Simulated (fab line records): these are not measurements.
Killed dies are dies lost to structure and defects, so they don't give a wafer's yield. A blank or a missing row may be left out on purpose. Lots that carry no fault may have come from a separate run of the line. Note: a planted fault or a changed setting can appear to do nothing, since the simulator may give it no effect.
Matching of chambers	flow sky130	SKY_VIA2_CMP_02 on cmp-01 has 4 sister chambers
The step polishes SiO2. 4 wafers are shown with their chamber, then 7 later ones without.

WAFERS WITH THEIR CHAMBER
wafer	chamber	motor_current_A (A)
L992.2	0	10.9
L992.4	1	13.7
L993.3	2	11.2
L993.5	3	10.8

WAFERS MISSING THEIR CHAMBER
wafer	motor_current_A (A)
L993.6	11.2
L995.1	13.7
L995.2	11.1
L995.5	11.2
L996.2	11.3
L996.3	11.0
L996.5	13.6

CHAMBER TAKEN BY EACH
wafer	from the rows above	in truth
L993.6	2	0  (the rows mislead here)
L995.1	1	1
L995.2	can't be placed: 2 or 0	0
L995.5	2	2
L996.2	2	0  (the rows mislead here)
L996.3	can't be placed: 0 or 2 or 3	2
L996.5	1	1
3 of 7 placed correctly. These rows do not allow placing 2 (true chamber among the candidates in 2). Placed wrongly: 2.
How it was worked out, from the rows above alone: a wafer's distance from a chamber is the root of the sum, over the readings, of the square of ((its reading less the chamber's mean) divided by the reading's scatter). If the next closest chamber is less than 2 further off than the closest, the wafer can't be placed; otherwise it belongs to the closest. Each chamber's mean is taken over the wafers shown for it. The scatter: with one shown wafer a chamber, the root of the mean of the squares of how far each hidden wafer lies from its nearest shown one.
